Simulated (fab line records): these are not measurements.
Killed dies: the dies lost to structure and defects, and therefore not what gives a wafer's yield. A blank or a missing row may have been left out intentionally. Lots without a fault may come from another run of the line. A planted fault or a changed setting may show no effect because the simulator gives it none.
Split-lot trial || flow sfqLine || 23 wafers read from 5 lots, route of 325 steps

## THE SPLIT
At SFQ_TRILAYER_M6_LITHO_COAT_159 (resist thk 600 nm), the setting resistThkNm was moved away from the recipe's 600 nm on 7 of the 23 wafers read, by -3.6% to +5.2%. All remaining wafers had this setting at the recipe value.

## FROM THE SPLIT TO THE READING: what the file shows between them, 4 steps
- SFQ_TRILAYER_M6_LITHO_SOFTBAKE_163
- SFQ_TRILAYER_M6_LITHO_EXPOSE_160: exposes mask M6, target cd 500 nm
- SFQ_TRILAYER_M6_LITHO_DEVELOP_161: time 60 s
- SFQ_TRILAYER_M6_BARC_OPEN_METAL_ETCH_206: etches BARC in O2, target depth 125 nm, time 41.7 s

## THE READING
KrF_of_TRILAYER_M6_LITHO_COAT_159.thkNm (the simulator's own value, which no gauge read), in nm, at SFQ_TRILAYER_M6_ETCH_METAL_ETCH_162 (etches Nb in Cl2/Ar, stops on SiO2, target depth 240 nm, time 120 s). The file does not state a usual value for it. Average 379.2 nm, standard deviation 3.4 nm, over the 16 wafers here run with the recipe.

{"wafer": "L074.1", "tool, chamber at the split": "lithoTrack-04, 0", "resistThkNm as run, nm": 600, "against the recipe": "recipe", "KrF_of_TRILAYER_M6_LITHO_COAT_159.thkNm, nm": 375.4, "against lot-mates on the recipe": "-"}
{"wafer": "L074.3", "tool, chamber at the split": "lithoTrack-04, 0", "resistThkNm as run, nm": 631, "against the recipe": "+5.2%", "KrF_of_TRILAYER_M6_LITHO_COAT_159.thkNm, nm": 413.5, "against lot-mates on the recipe": "+35.6"}
{"wafer": "L074.4", "tool, chamber at the split": "lithoTrack-04, 0", "resistThkNm as run, nm": 631, "against the recipe": "+5.2%", "KrF_of_TRILAYER_M6_LITHO_COAT_159.thkNm, nm": 410.4, "against lot-mates on the recipe": "+32.5"}
{"wafer": "L074.5", "tool, chamber at the split": "lithoTrack-04, 0", "resistThkNm as run, nm": 600, "against the recipe": "recipe", "KrF_of_TRILAYER_M6_LITHO_COAT_159.thkNm, nm": 380.3, "against lot-mates on the recipe": "-"}
{"wafer": "L074.6", "tool, chamber at the split": "lithoTrack-04, 0", "resistThkNm as run, nm": 631, "against the recipe": "+5.2%", "KrF_of_TRILAYER_M6_LITHO_COAT_159.thkNm, nm": 412.3, "against lot-mates on the recipe": "+34.4"}
{"wafer": "L076.1", "tool, chamber at the split": "lithoTrack-04, 0", "resistThkNm as run, nm": 613.8, "against the recipe": "+2.3%", "KrF_of_TRILAYER_M6_LITHO_COAT_159.thkNm, nm": 393.3, "against lot-mates on the recipe": "+11.9"}
{"wafer": "L076.3", "tool, chamber at the split": "lithoTrack-04, 0", "resistThkNm as run, nm": 600, "against the recipe": "recipe", "KrF_of_TRILAYER_M6_LITHO_COAT_159.thkNm, nm": 383.7, "against lot-mates on the recipe": "-"}
{"wafer": "L076.4", "tool, chamber at the split": "lithoTrack-04, 0", "resistThkNm as run, nm": 600, "against the recipe": "recipe", "KrF_of_TRILAYER_M6_LITHO_COAT_159.thkNm, nm": 381.4, "against lot-mates on the recipe": "-"}
{"wafer": "L076.5", "tool, chamber at the split": "lithoTrack-04, 0", "resistThkNm as run, nm": 613.8, "against the recipe": "+2.3%", "KrF_of_TRILAYER_M6_LITHO_COAT_159.thkNm, nm": 397.5, "against lot-mates on the recipe": "+16.1"}
{"wafer": "L076.6", "tool, chamber at the split": "lithoTrack-04, 0", "resistThkNm as run, nm": 600, "against the recipe": "recipe", "KrF_of_TRILAYER_M6_LITHO_COAT_159.thkNm, nm": 379, "against lot-mates on the recipe": "-"}
{"wafer": "L077.2", "tool, chamber at the split": "lithoTrack-04, 0", "resistThkNm as run, nm": 578.1, "against the recipe": "-3.6%", "KrF_of_TRILAYER_M6_LITHO_COAT_159.thkNm, nm": 361.1, "against lot-mates on the recipe": -22.9}
{"wafer": "L077.3", "tool, chamber at the split": "lithoTrack-04, 0", "resistThkNm as run, nm": 600, "against the recipe": "recipe", "KrF_of_TRILAYER_M6_LITHO_COAT_159.thkNm, nm": 385.9, "against lot-mates on the recipe": "-"}
{"wafer": "L077.4", "tool, chamber at the split": "lithoTrack-04, 0", "resistThkNm as run, nm": 578.1, "against the recipe": "-3.6%", "KrF_of_TRILAYER_M6_LITHO_COAT_159.thkNm, nm": 361.3, "against lot-mates on the recipe": -22.7}
{"wafer": "L077.5", "tool, chamber at the split": "lithoTrack-04, 0", "resistThkNm as run, nm": 600, "against the recipe": "recipe", "KrF_of_TRILAYER_M6_LITHO_COAT_159.thkNm, nm": 384.7, "against lot-mates on the recipe": "-"}
{"wafer": "L077.6", "tool, chamber at the split": "lithoTrack-04, 0", "resistThkNm as run, nm": 600, "against the recipe": "recipe", "KrF_of_TRILAYER_M6_LITHO_COAT_159.thkNm, nm": 381.5, "against lot-mates on the recipe": "-"}
{"wafer": "L083.1", "tool, chamber at the split": "lithoTrack-04, 0", "resistThkNm as run, nm": 600, "against the recipe": "recipe", "KrF_of_TRILAYER_M6_LITHO_COAT_159.thkNm, nm": 376.8, "against lot-mates on the recipe": "-"}
{"wafer": "L083.2", "tool, chamber at the split": "lithoTrack-04, 0", "resistThkNm as run, nm": 600, "against the recipe": "recipe", "KrF_of_TRILAYER_M6_LITHO_COAT_159.thkNm, nm": 376.6, "against lot-mates on the recipe": "-"}
{"wafer": "L083.3", "tool, chamber at the split": "lithoTrack-04, 0", "resistThkNm as run, nm": 600, "against the recipe": "recipe", "KrF_of_TRILAYER_M6_LITHO_COAT_159.thkNm, nm": 374.7, "against lot-mates on the recipe": "-"}
{"wafer": "L083.4", "tool, chamber at the split": "lithoTrack-04, 0", "resistThkNm as run, nm": 600, "against the recipe": "recipe", "KrF_of_TRILAYER_M6_LITHO_COAT_159.thkNm, nm": 375.5, "against lot-mates on the recipe": "-"}
{"wafer": "L083.5", "tool, chamber at the split": "lithoTrack-04, 0", "resistThkNm as run, nm": 600, "against the recipe": "recipe", "KrF_of_TRILAYER_M6_LITHO_COAT_159.thkNm, nm": 377.9, "against lot-mates on the recipe": "-"}
{"wafer": "L085.2", "tool, chamber at the split": "lithoTrack-04, 0", "resistThkNm as run, nm": 600, "against the recipe": "recipe", "KrF_of_TRILAYER_M6_LITHO_COAT_159.thkNm, nm": 376.6, "against lot-mates on the recipe": "-"}
{"wafer": "L085.4", "tool, chamber at the split": "lithoTrack-04, 0", "resistThkNm as run, nm": 600, "against the recipe": "recipe", "KrF_of_TRILAYER_M6_LITHO_COAT_159.thkNm, nm": 381.4, "against lot-mates on the recipe": "-"}
{"wafer": "L085.5", "tool, chamber at the split": "lithoTrack-04, 0", "resistThkNm as run, nm": 600, "against the recipe": "recipe", "KrF_of_TRILAYER_M6_LITHO_COAT_159.thkNm, nm": 376.4, "against lot-mates on the recipe": "-"}

THE FIT
A straight line over all 23 wafers: KrF_of_TRILAYER_M6_LITHO_COAT_159.thkNm changes by +6.01 nm for each +1% of resistThkNm; r = +0.97; the points scatter about the line by 3.4 nm.
The same after taking each lot's own level away (the mean of its wafers on the recipe; 23 wafers): +6.48 nm for each +1%; r = +0.99; scatter 1.9 nm.
That fit puts the effect of the largest move of resistThkNm on the reading at 33 nm.
From 376.30 to 384.03 nm: that is the span of the lots' own levels, equal to 2.3 times the standard deviation above.
So the lot-to-lot level changes the slope little: the two slopes agree.
Check: +32.9 nm against its lot-mates is what the line predicts for one of the wafers moved furthest among these (+5.2%) when that wafer is left out of the fit. It came out at +35.6 nm against them.

## THE WHOLE CHAIN: every reading that the file lists as answering this split, in the file's order
{"step": "SFQ_TRILAYER_M6_LITHO_COAT_159", "what it does": "resist thk 600 nm", "reading": "KrF_of_TRILAYER_M6_LITHO_COAT_159.thkNm (the simulator's own value, which no gauge read)", "change (the file's fit)": "+5.87 nm for each +1% of the setting", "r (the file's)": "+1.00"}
{"step": "SFQ_TRILAYER_M6_BARC_OPEN_METAL_ETCH_206", "what it does": "etches BARC in O2, target depth 125 nm, time 41.7 s", "reading": "KrF_of_TRILAYER_M6_LITHO_COAT_159.thkNm (the simulator's own value, which no gauge read)", "change (the file's fit)": "+5.99 nm for each +1% of the setting", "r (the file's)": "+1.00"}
{"step": "SFQ_TRILAYER_M6_ETCH_METAL_ETCH_162", "what it does": "etches Nb in Cl2/Ar, stops on SiO2, target depth 240 nm, time 120 s", "reading": "KrF_of_TRILAYER_M6_LITHO_COAT_159.thkNm (the simulator's own value, which no gauge read)", "change (the file's fit)": "+6.45 nm for each +1% of the setting", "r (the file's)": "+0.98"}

## THE FILE'S OWN FIT
KrF_of_TRILAYER_M6_LITHO_COAT_159.thkNm changes by +6.45 nm for each +1% of resistThkNm, r = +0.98.
